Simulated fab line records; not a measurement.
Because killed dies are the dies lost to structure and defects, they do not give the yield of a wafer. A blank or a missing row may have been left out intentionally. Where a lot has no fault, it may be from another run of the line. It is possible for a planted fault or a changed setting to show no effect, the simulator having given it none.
Matching of chambers | flow sky130 | rie diel-04 running SKY_FIELD_ISO_ETCH_15: 4 sister chambers
The step etches the open film in CHF3/O2, stops on Si, target depth 180 nm, time 72 s. 16 wafers are shown with their chamber, then 8 later ones without.

== WAFERS WITH THEIR CHAMBER ==
wafer  | chamber | drypump motor current A (A) | throttle valve pct (%) | oes product au (a.u.)
L534.3 | 2       | 6.1                         | 8.837                  | 0.960
L534.4 | 3       | 5.8                         | 8.833                  | 0.959
L534.5 | 0       | 5.6                         | 8.846                  | 0.959
L535.1 | 1       | 6.2                         | 8.851                  | 0.941
L535.4 | 0       | 5.6                         | 8.856                  | 0.946
L535.6 | 3       | 5.8                         | 8.840                  | 0.944
L538.1 | 3       | 5.8                         | 8.840                  | 0.947
L538.4 | 1       | 6.2                         | 8.841                  | 0.953
L538.5 | 2       | 6.1                         | 8.856                  | 0.953
L540.1 | 0       | 5.6                         | 8.848                  | 0.944
L540.4 | 3       | 5.8                         | 8.856                  | 0.948
L540.5 | 1       | 6.1                         | 8.847                  | 0.955
L542.3 | 2       | 6.1                         | 8.831                  | 0.938
L542.4 | 0       | 5.6                         | 8.843                  | 0.936
L542.6 | 0       | 5.5                         | 8.850                  | 0.948
L550.2 | 0       | 5.5                         | 8.845                  | 0.934

SIGNATURES (means of the wafers above)
reading                 | chamber 0 | chamber 1 | chamber 2 | chamber 3 | scatter within a chamber
drypump motor current A | 5.567     | 6.167     | 6.100     | 5.800     | 0.0408
throttle valve pct      | 8.84800   | 8.84633   | 8.84133   | 8.84225   | 0.00807
oes product au          | 0.94450   | 0.94967   | 0.95033   | 0.94950   | 0.00868
Rule: distance of a wafer from a chamber = root of the sum over the readings of ((wafer's reading minus chamber's mean) / reading's scatter) squared. If the next closest chamber is less than 2 further off than the closest, the wafer can't be placed; otherwise it belongs to the closest. The scatter: take each reading less its chamber's mean, square it, sum over the shown wafers, divide by the number of wafers less the number of chambers, and take the root.

== WAFERS MISSING THEIR CHAMBER ==
wafer  | drypump motor current A (A) | throttle valve pct (%) | oes product au (a.u.)
L550.3 | 6.2                         | 8.858                  | 0.937
L550.4 | 6.1                         | 8.855                  | 0.931
L556.1 | 5.6                         | 8.837                  | 0.938
L556.2 | 6.1                         | 8.847                  | 0.938
L556.5 | 5.5                         | 8.847                  | 0.938
L557.1 | 5.5                         | 8.844                  | 0.955
L557.2 | 6.2                         | 8.840                  | 0.953
L557.4 | 5.8                         | 8.852                  | 0.949

== WHICH CHAMBER EACH ONE RAN IN ==
wafer  | from the rows above     | in truth
L550.3 | can't be placed: 1 or 2 | 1
L550.4 | can't be placed: 2 or 1 | 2
L556.1 | 0                       | 0
L556.2 | can't be placed: 2 or 1 | 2
L556.5 | 0                       | 0
L557.1 | 0                       | 0
L557.2 | can't be placed: 1 or 2 | 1
L557.4 | 3                       | 3
4 of 8 placed correctly. These rows do not allow placing 4 (true chamber among the candidates in 4). Placed wrongly: 0.
